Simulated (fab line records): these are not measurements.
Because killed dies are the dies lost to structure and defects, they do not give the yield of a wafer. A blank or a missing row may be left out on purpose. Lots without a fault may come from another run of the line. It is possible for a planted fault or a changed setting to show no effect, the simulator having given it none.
The tool behind it: which one? :: flow gf180mcu :: Sampling: 14 lots, 42 wafers, 6 of 602 route steps

## WHAT EACH GAUGE READ, for each wafer
GF_VT_IMPLANT_OVL_MEAS_07. Usual: VT_IMPLANT_OVL -0.5 nm, standard deviation 1.4.
lot: L498
measured: day 5 13:43
on: overlay-02
VT_IMPLANT_OVL (nm): -1.0 0.6 1.6
flag: 

lot: L499
measured: day 5 18:22
on: overlay-02
VT_IMPLANT_OVL (nm): -1.1 1.2 -1.0
flag: 

lot: L500
measured: day 6 03:25
on: overlay-01
VT_IMPLANT_OVL (nm): -1.9 -0.8 -0.6
flag: 

lot: L501
measured: day 6 08:52
on: overlay-01
VT_IMPLANT_OVL (nm): -0.8 -2.3 -2.0
flag: 

lot: L502
measured: day 6 14:19
on: overlay-01
VT_IMPLANT_OVL (nm): 1.4 -0.2 0.3
flag: 

lot: L504
measured: day 7 01:26
on: overlay-02
VT_IMPLANT_OVL (nm): 0.7 0.0 1.9
flag: 

lot: L505
measured: day 7 06:53
on: overlay-01
VT_IMPLANT_OVL (nm): 1.6 2.3 2.1
flag: 

lot: L506
measured: day 7 22:49
on: overlay-01
VT_IMPLANT_OVL (nm): 0.2 0.8 0.3
flag: 

lot: L508
measured: day 8 13:56
on: overlay-01
VT_IMPLANT_OVL (nm): 0.2 0.9 0.2
flag: 

lot: L509
measured: day 8 21:28
on: overlay-02
VT_IMPLANT_OVL (nm): -1.5 -0.3 -2.1
flag: 

lot: L511
measured: day 9 06:43
on: overlay-02
VT_IMPLANT_OVL (nm): -1.7 -1.8 -0.4
flag: 

lot: L512
measured: day 9 11:05
on: overlay-01
VT_IMPLANT_OVL (nm): -3.2 -1.9 0.5
flag: 

lot: L513
measured: day 9 13:01
on: overlay-02
VT_IMPLANT_OVL (nm): -1.3 -1.3 0.4
flag: 

lot: L514
measured: day 9 19:02
on: overlay-01
VT_IMPLANT_OVL (nm): -4.6 -2.4 -2.9
flag: 

GF_VT_IMPLANT_TW_MEAS_10. Usual: VT_IMPLANT_TW 564.9, standard deviation 3.
lot: L498
measured: day 5 14:01
on: filmMetro-01
VT_IMPLANT_TW: 564.2 563.5 562.8
flag: 

lot: L499
measured: day 5 18:40
on: filmMetro-03
VT_IMPLANT_TW: 567.6 568.4 569.6
flag: 

lot: L500
measured: day 6 03:42
on: filmMetro-01
VT_IMPLANT_TW: 564.1 560.2 564.1
flag: 

lot: L501
measured: day 6 09:13
on: filmMetro-03
VT_IMPLANT_TW: 563.6 563.1 562.7
flag: 

lot: L502
measured: day 6 14:37
on: filmMetro-02
VT_IMPLANT_TW: 566.9 566.0 563.3
flag: 

lot: L504
measured: day 7 01:44
on: filmMetro-02
VT_IMPLANT_TW: 564.1 568.0 564.0
flag: 

lot: L505
measured: day 7 07:11
on: filmMetro-01
VT_IMPLANT_TW: 559.2 562.0 561.0
flag: 

lot: L506
measured: day 7 23:07
on: filmMetro-02
VT_IMPLANT_TW: 566.3 567.5 567.2
flag: 

lot: L508
measured: day 8 14:13
on: filmMetro-01
VT_IMPLANT_TW: 561.7 564.1 561.2
flag: 

lot: L509
measured: day 8 21:45
on: filmMetro-02
VT_IMPLANT_TW: 567.9 568.4 564.7
flag: 

lot: L511
measured: day 9 07:01
on: filmMetro-03
VT_IMPLANT_TW: 571.4 571.0 569.2
flag: 

lot: L512
measured: day 9 11:22
on: filmMetro-02
VT_IMPLANT_TW: 563.7 564.9 565.1
flag: 

lot: L513
measured: day 9 13:19
on: filmMetro-02
VT_IMPLANT_TW: 30.1 30.2 30.1
flag: OFF

lot: L514
measured: day 9 19:19
on: filmMetro-01
VT_IMPLANT_TW: 29.8 30.0 29.7
flag: OFF

GF_VT_IMPLANT_TW_MEAS_32. Usual: VT_IMPLANT_3_TW 268.9, standard deviation 1.6.
lot: L498
measured: day 6 20:28
on: filmMetro-02
VT_IMPLANT_3_TW: 270.8 268.8 269.7
flag: 

lot: L499
measured: day 7 00:22
on: filmMetro-01
VT_IMPLANT_3_TW: 268.0 268.0 267.9
flag: 

lot: L500
measured: day 7 10:00
on: filmMetro-02
VT_IMPLANT_3_TW: 269.2 267.3 268.9
flag: 

lot: L501
measured: day 7 16:01
on: filmMetro-01
VT_IMPLANT_3_TW: 269.4 267.9 267.1
flag: 

lot: L502
measured: day 7 21:43
on: filmMetro-01
VT_IMPLANT_3_TW: 267.9 266.4 267.0
flag: 

lot: L504
measured: day 8 10:11
on: filmMetro-01
VT_IMPLANT_3_TW: 268.1 268.0 266.6
flag: 

lot: L505
measured: day 8 15:50
on: filmMetro-01
VT_IMPLANT_3_TW: 268.2 266.2 268.0
flag: 

lot: L506
measured: day 9 09:34
on: filmMetro-03
VT_IMPLANT_3_TW: 271.3 272.1 272.6
flag: 

lot: L508
measured: day 10 01:31
on: filmMetro-02
VT_IMPLANT_3_TW: 269.9 269.4 271.0
flag: 

lot: L509
measured: day 10 08:31
on: filmMetro-02
VT_IMPLANT_3_TW: 270.6 269.8 270.5
flag: 

lot: L511
measured: day 10 18:55
on: filmMetro-01
VT_IMPLANT_3_TW: 267.4 266.1 266.7
flag: 

lot: L512
measured: day 10 22:40
on: filmMetro-01
VT_IMPLANT_3_TW: 267.4 268.0 268.3
flag: 

lot: L513
measured: day 11 00:58
on: filmMetro-03
VT_IMPLANT_3_TW: 269.3 270.5 269.6
flag: 

lot: L514
measured: day 11 08:13
on: filmMetro-02
VT_IMPLANT_3_TW: 269.8 269.2 269.3
flag: 

## WHAT TOOL EACH LOT RAN ON (gives the tool, then ch and the chambers of the sampled wafers, and finally the start)
lot: L498
GF_DNWELL_STRIP_08: plasmaAsher-03 ch 0,1, day 2 18:15
GF_MVPSD_STRIP_10: plasmaAsher-03 ch 0,1, day 4 23:35
GF_VT_IMPLANT_STRIP_09: plasmaAsher-03 ch 0,1, day 5 13:54

lot: L499
GF_DNWELL_STRIP_08: plasmaAsher-01 ch 0,1, day 3 00:10
GF_MVPSD_STRIP_10: plasmaAsher-02 ch 0,1, day 5 04:26
GF_VT_IMPLANT_STRIP_09: plasmaAsher-03 ch 0,1, day 5 18:34

lot: L500
GF_DNWELL_STRIP_08: plasmaAsher-02 ch 0,1, day 3 07:15
GF_MVPSD_STRIP_10: plasmaAsher-03 ch 0, day 5 13:19
GF_VT_IMPLANT_STRIP_09: plasmaAsher-01 ch 1, day 6 03:36

lot: L501
GF_DNWELL_STRIP_08: plasmaAsher-02 ch 1, day 3 10:52
GF_MVPSD_STRIP_10: plasmaAsher-02 ch 0,1, day 5 17:43
GF_VT_IMPLANT_STRIP_09: plasmaAsher-03 ch 0,1, day 6 09:04

lot: L502
GF_DNWELL_STRIP_08: plasmaAsher-01 ch 0,1, day 3 16:42
GF_MVPSD_STRIP_10: plasmaAsher-02 ch 0,1, day 5 23:52
GF_VT_IMPLANT_STRIP_09: plasmaAsher-03 ch 0,1, day 6 14:30

lot: L504
GF_DNWELL_STRIP_08: plasmaAsher-01 ch 0,1, day 4 02:10
GF_MVPSD_STRIP_10: plasmaAsher-01 ch 0,1, day 6 10:38
GF_VT_IMPLANT_STRIP_09: plasmaAsher-03 ch 0,1, day 7 01:38

lot: L505
GF_DNWELL_STRIP_08: plasmaAsher-02 ch 0,1, day 4 07:01
GF_MVPSD_STRIP_10: plasmaAsher-02 ch 0,1, day 6 15:41
GF_VT_IMPLANT_STRIP_09: plasmaAsher-01 ch 0,1, day 7 07:05

lot: L506
GF_DNWELL_STRIP_08: plasmaAsher-02 ch 0,1, day 4 19:30
GF_MVPSD_STRIP_10: plasmaAsher-03 ch 0, day 7 07:34
GF_VT_IMPLANT_STRIP_09: plasmaAsher-03 ch 0,1, day 7 23:00

lot: L508
GF_DNWELL_STRIP_08: plasmaAsher-03 ch 0,1, day 5 06:34
GF_MVPSD_STRIP_10: plasmaAsher-03 ch 0,1, day 7 21:23
GF_VT_IMPLANT_STRIP_09: plasmaAsher-03 ch 0,1, day 8 14:07

lot: L509
GF_DNWELL_STRIP_08: plasmaAsher-03 ch 1, day 5 13:34
GF_MVPSD_STRIP_10: plasmaAsher-01 ch 0, day 8 04:53
GF_VT_IMPLANT_STRIP_09: plasmaAsher-03 ch 0,1, day 8 21:39

lot: L511
GF_DNWELL_STRIP_08: plasmaAsher-02 ch 0,1, day 5 21:04
GF_MVPSD_STRIP_10: plasmaAsher-02 ch 1, day 8 13:38
GF_VT_IMPLANT_STRIP_09: plasmaAsher-01 ch 1, day 9 06:55

lot: L512
GF_DNWELL_STRIP_08: plasmaAsher-02 ch 0,1, day 6 02:45
GF_MVPSD_STRIP_10: plasmaAsher-01 ch 0,1, day 8 17:49
GF_VT_IMPLANT_STRIP_09: plasmaAsher-01 ch 1, day 9 11:16

lot: L513
GF_DNWELL_STRIP_08: plasmaAsher-03 ch 0,1, day 6 04:22
GF_MVPSD_STRIP_10: plasmaAsher-03 ch 0,1, day 8 20:46
GF_VT_IMPLANT_STRIP_09: plasmaAsher-01 ch 0,1, day 9 13:13

lot: L514
GF_DNWELL_STRIP_08: plasmaAsher-02 ch 0,1, day 6 09:22
GF_MVPSD_STRIP_10: plasmaAsher-03 ch 0,1, day 9 01:43
GF_VT_IMPLANT_STRIP_09: plasmaAsher-01 ch 0,1, day 9 19:13
- GF_DNWELL_STRIP_08: strips in O2/N2.
- GF_MVPSD_STRIP_10: strips in O2/N2.
- GF_VT_IMPLANT_STRIP_09: strips in O2/N2.

## WHAT THE TOOLS THEMSELVES READ (means of the sampled wafers that have a number; where no wafer has one, the mark that the record gives instead)
GF_DNWELL_STRIP_08. Usual: chamberPressureMTorr 1500.1 mTorr, standard deviation 1.3; drypumpMotorCurrentA 5.6 A, standard deviation 0.71; heaterPowerW 337 W, standard deviation 20; oesProductAu 0.723 a.u., standard deviation 0.0045; stripTimeToEndpointS 37.00 s, standard deviation 0.13.
lot: L498
tool: plasmaAsher-03
chamberPressureMTorr (mTorr): 1499.1
drypumpMotorCurrentA (A): 4.8
heaterPowerW (W): 345
oesProductAu (a.u.): 0.720
stripTimeToEndpointS (s): 36.84
flag: 

lot: L499
tool: plasmaAsher-01
chamberPressureMTorr (mTorr): 1500.8
drypumpMotorCurrentA (A): 5.3
heaterPowerW (W): 349
oesProductAu (a.u.): 0.725
stripTimeToEndpointS (s): 37.10
flag: 

lot: L500
tool: plasmaAsher-02
chamberPressureMTorr (mTorr): 1499.8
drypumpMotorCurrentA (A): 5.8
heaterPowerW (W): 330
oesProductAu (a.u.): 0.727
stripTimeToEndpointS (s): 36.98
flag: 

lot: L501
tool: plasmaAsher-02
chamberPressureMTorr (mTorr): 1499.5
drypumpMotorCurrentA (A): 5.4
heaterPowerW (W): 333
oesProductAu (a.u.): 0.723
stripTimeToEndpointS (s): 36.92
flag: 

lot: L502
tool: plasmaAsher-01
chamberPressureMTorr (mTorr): 1500.2
drypumpMotorCurrentA (A): 5.3
heaterPowerW (W): 342
oesProductAu (a.u.): 0.725
stripTimeToEndpointS (s): 37.00
flag: 

lot: L504
tool: plasmaAsher-01
chamberPressureMTorr (mTorr): 1500.8
drypumpMotorCurrentA (A): 5.3
heaterPowerW (W): 344
oesProductAu (a.u.): 0.720
stripTimeToEndpointS (s): 37.07
flag: 

lot: L505
tool: plasmaAsher-02
chamberPressureMTorr (mTorr): 1499.8
drypumpMotorCurrentA (A): 6.3
heaterPowerW (W): 336
oesProductAu (a.u.): 0.723
stripTimeToEndpointS (s): 36.86
flag: 

lot: L506
tool: plasmaAsher-02
chamberPressureMTorr (mTorr): 1501.3
drypumpMotorCurrentA (A): 5.8
heaterPowerW (W): 331
oesProductAu (a.u.): 0.728
stripTimeToEndpointS (s): 37.18
flag: 

lot: L508
tool: plasmaAsher-03
chamberPressureMTorr (mTorr): 1500.1
drypumpMotorCurrentA (A): 4.8
heaterPowerW (W): 345
oesProductAu (a.u.): 0.723
stripTimeToEndpointS (s): 36.83
flag: 

lot: L509
tool: plasmaAsher-03
chamberPressureMTorr (mTorr): 1499.9
drypumpMotorCurrentA (A): 4.9
heaterPowerW (W): 325
oesProductAu (a.u.): 0.721
stripTimeToEndpointS (s): 36.88
flag: 

lot: L511
tool: plasmaAsher-02
chamberPressureMTorr (mTorr): 1501.2
drypumpMotorCurrentA (A): 5.9
heaterPowerW (W): 335
oesProductAu (a.u.): 0.725
stripTimeToEndpointS (s): 36.99
flag: 

lot: L512
tool: plasmaAsher-02
chamberPressureMTorr (mTorr): 1501.1
drypumpMotorCurrentA (A): 6.3
heaterPowerW (W): 335
oesProductAu (a.u.): 0.721
stripTimeToEndpointS (s): 36.97
flag: 

lot: L513
tool: plasmaAsher-03
chamberPressureMTorr (mTorr): 1500.3
drypumpMotorCurrentA (A): 4.8
heaterPowerW (W): 346
oesProductAu (a.u.): 0.719
stripTimeToEndpointS (s): 37.11
flag: 

lot: L514
tool: plasmaAsher-02
chamberPressureMTorr (mTorr): 1499.2
drypumpMotorCurrentA (A): 5.8
heaterPowerW (W): 333
oesProductAu (a.u.): 0.724
stripTimeToEndpointS (s): 37.02
flag: 

GF_MVPSD_STRIP_10. Usual: chamberPressureMTorr 1500.1 mTorr, standard deviation 1.5; drypumpMotorCurrentA 5.3 A, standard deviation 0.62; heaterPowerW 341 W, standard deviation 19; oesProductAu 0.723 a.u., standard deviation 0.0043; stripTimeToEndpointS 36.96 s, standard deviation 0.098.
lot: L498
tool: plasmaAsher-03
chamberPressureMTorr (mTorr): 1500.8
drypumpMotorCurrentA (A): 4.8
heaterPowerW (W): 346
oesProductAu (a.u.): 0.720
stripTimeToEndpointS (s): 36.81
flag: 

lot: L499
tool: plasmaAsher-02
chamberPressureMTorr (mTorr): 1500.3
drypumpMotorCurrentA (A): 5.8
heaterPowerW (W): 332
oesProductAu (a.u.): 0.725
stripTimeToEndpointS (s): 36.89
flag: 

lot: L500
tool: plasmaAsher-03
chamberPressureMTorr (mTorr): 1500.0
drypumpMotorCurrentA (A): 4.7
heaterPowerW (W): 355
oesProductAu (a.u.): 0.720
stripTimeToEndpointS (s): 37.05
flag: 

lot: L501
tool: plasmaAsher-02
chamberPressureMTorr (mTorr): 1499.7
drypumpMotorCurrentA (A): 6.3
heaterPowerW (W): 335
oesProductAu (a.u.): 0.722
stripTimeToEndpointS (s): 37.10
flag: 

lot: L502
tool: plasmaAsher-02
chamberPressureMTorr (mTorr): 1501.5
drypumpMotorCurrentA (A): 6.3
heaterPowerW (W): 336
oesProductAu (a.u.): 0.724
stripTimeToEndpointS (s): 36.86
flag: 

lot: L504
tool: plasmaAsher-01
chamberPressureMTorr (mTorr): 1499.3
drypumpMotorCurrentA (A): 5.3
heaterPowerW (W): 361
oesProductAu (a.u.): 0.726
stripTimeToEndpointS (s): 36.97
flag: 

lot: L505
tool: plasmaAsher-02
chamberPressureMTorr (mTorr): 1500.7
drypumpMotorCurrentA (A): 6.3
heaterPowerW (W): 329
oesProductAu (a.u.): 0.720
stripTimeToEndpointS (s): 37.14
flag: 

lot: L506
tool: plasmaAsher-03
chamberPressureMTorr (mTorr): 1498.3
drypumpMotorCurrentA (A): 4.7
heaterPowerW (W): 353
oesProductAu (a.u.): 0.718
stripTimeToEndpointS (s): 36.89
flag: 

lot: L508
tool: plasmaAsher-03
chamberPressureMTorr (mTorr): 1499.8
drypumpMotorCurrentA (A): 4.9
heaterPowerW (W): 333
oesProductAu (a.u.): 0.723
stripTimeToEndpointS (s): 36.96
flag: 

lot: L509
tool: plasmaAsher-01
chamberPressureMTorr (mTorr): 1500.0
drypumpMotorCurrentA (A): 5.2
heaterPowerW (W): 319
oesProductAu (a.u.): 0.722
stripTimeToEndpointS (s): 36.91
flag: 

lot: L511
tool: plasmaAsher-02
chamberPressureMTorr (mTorr): 1500.9
drypumpMotorCurrentA (A): 5.4
heaterPowerW (W): 329
oesProductAu (a.u.): 0.720
stripTimeToEndpointS (s): 36.92
flag: 

lot: L512
tool: plasmaAsher-01
chamberPressureMTorr (mTorr): 1499.9
drypumpMotorCurrentA (A): 5.3
heaterPowerW (W): 338
oesProductAu (a.u.): 0.722
stripTimeToEndpointS (s): 36.86
flag: 

lot: L513
tool: plasmaAsher-03
chamberPressureMTorr (mTorr): -
drypumpMotorCurrentA (A): -
heaterPowerW (W): -
oesProductAu (a.u.): -
stripTimeToEndpointS (s): -
flag: OFF

lot: L514
tool: plasmaAsher-03
chamberPressureMTorr (mTorr): -
drypumpMotorCurrentA (A): -
heaterPowerW (W): -
oesProductAu (a.u.): -
stripTimeToEndpointS (s): -
flag: OFF

GF_VT_IMPLANT_STRIP_09. Usual: chamberPressureMTorr 1500.1 mTorr, standard deviation 1.4; drypumpMotorCurrentA 5.2 A, standard deviation 0.4; heaterPowerW 357 W, standard deviation 30; oesProductAu 0.715 a.u., standard deviation 0.0046; stripTimeToEndpointS 12.63 s, standard deviation 0.031.
lot: L498
tool: plasmaAsher-03
chamberPressureMTorr (mTorr): 1498.7
drypumpMotorCurrentA (A): 4.8
heaterPowerW (W): 336
oesProductAu (a.u.): 0.711
stripTimeToEndpointS (s): 12.61
flag: 

lot: L499
tool: plasmaAsher-03
chamberPressureMTorr (mTorr): 1498.6
drypumpMotorCurrentA (A): 4.8
heaterPowerW (W): 344
oesProductAu (a.u.): 0.717
stripTimeToEndpointS (s): 12.62
flag: 

lot: L500
tool: plasmaAsher-01
chamberPressureMTorr (mTorr): 1500.1
drypumpMotorCurrentA (A): 5.4
heaterPowerW (W): 372
oesProductAu (a.u.): 0.719
stripTimeToEndpointS (s): 12.60
flag: 

lot: L501
tool: plasmaAsher-03
chamberPressureMTorr (mTorr): 1498.9
drypumpMotorCurrentA (A): 4.8
heaterPowerW (W): 335
oesProductAu (a.u.): 0.717
stripTimeToEndpointS (s): 12.61
flag: 

lot: L502
tool: plasmaAsher-03
chamberPressureMTorr (mTorr): 1500.7
drypumpMotorCurrentA (A): 4.8
heaterPowerW (W): 343
oesProductAu (a.u.): 0.714
stripTimeToEndpointS (s): 12.66
flag: 

lot: L504
tool: plasmaAsher-03
chamberPressureMTorr (mTorr): 1501.2
drypumpMotorCurrentA (A): 4.9
heaterPowerW (W): 332
oesProductAu (a.u.): 0.717
stripTimeToEndpointS (s): 12.62
flag: 

lot: L505
tool: plasmaAsher-01
chamberPressureMTorr (mTorr): 1500.0
drypumpMotorCurrentA (A): 5.3
heaterPowerW (W): 342
oesProductAu (a.u.): 0.715
stripTimeToEndpointS (s): 12.61
flag: 

lot: L506
tool: plasmaAsher-03
chamberPressureMTorr (mTorr): 1501.4
drypumpMotorCurrentA (A): 4.9
heaterPowerW (W): 335
oesProductAu (a.u.): 0.718
stripTimeToEndpointS (s): 12.63
flag: 

lot: L508
tool: plasmaAsher-03
chamberPressureMTorr (mTorr): 1501.3
drypumpMotorCurrentA (A): 4.8
heaterPowerW (W): 338
oesProductAu (a.u.): 0.710
stripTimeToEndpointS (s): 12.69
flag: 

lot: L509
tool: plasmaAsher-03
chamberPressureMTorr (mTorr): 1499.4
drypumpMotorCurrentA (A): 4.9
heaterPowerW (W): 333
oesProductAu (a.u.): 0.717
stripTimeToEndpointS (s): 12.61
flag: 

lot: L511
tool: plasmaAsher-01
chamberPressureMTorr (mTorr): 1499.1
drypumpMotorCurrentA (A): 5.4
heaterPowerW (W): 372
oesProductAu (a.u.): 0.718
stripTimeToEndpointS (s): 12.59
flag: 

lot: L512
tool: plasmaAsher-01
chamberPressureMTorr (mTorr): 1500.4
drypumpMotorCurrentA (A): 5.3
heaterPowerW (W): 366
oesProductAu (a.u.): 0.717
stripTimeToEndpointS (s): 12.63
flag: 

lot: L513
tool: plasmaAsher-01
chamberPressureMTorr (mTorr): 1500.4
drypumpMotorCurrentA (A): 5.3
heaterPowerW (W): 352
oesProductAu (a.u.): 0.728
stripTimeToEndpointS (s): 57.16
flag: OFF

lot: L514
tool: plasmaAsher-01
chamberPressureMTorr (mTorr): 1500.2
drypumpMotorCurrentA (A): 5.3
heaterPowerW (W): 341
oesProductAu (a.u.): 0.727
stripTimeToEndpointS (s): 57.19
flag: OFF

## THE ANSWER, worked out from the rows above alone
Rule: a lot is off if the mean of its wafers that have a number lies more than 3 standard deviations from the usual mean. Also off: a lot with no number at a reading for which 4 or more lots have one. Where the step has rows for the other lots, those lots are counted as sound. The gauges are gone through in route order, then the tools' own readings, and for those a lot's mean is taken as printed above. At the first step where some lot is off, the reading lying furthest off is the one used; lots without a number count as furthest.
Off: L513, L514, seen at GF_VT_IMPLANT_TW_MEAS_10 (VT_IMPLANT_TW).
If a tool, at a process step before that reading, ran all the lots that are off and no sound lot after the first of them, it fits. The gauges at GF_VT_IMPLANT_TW_MEAS_10 aren't tried: what is off there is off at GF_MVPSD_STRIP_10 too, on other tools, and a gauge's error can't cause that. Undecided on this evidence; 2 tools fit (plasmaAsher-03 at GF_MVPSD_STRIP_10, plasmaAsher-01 at GF_VT_IMPLANT_STRIP_09).

## WHAT WAS PUT IN BY THE SIMULATOR
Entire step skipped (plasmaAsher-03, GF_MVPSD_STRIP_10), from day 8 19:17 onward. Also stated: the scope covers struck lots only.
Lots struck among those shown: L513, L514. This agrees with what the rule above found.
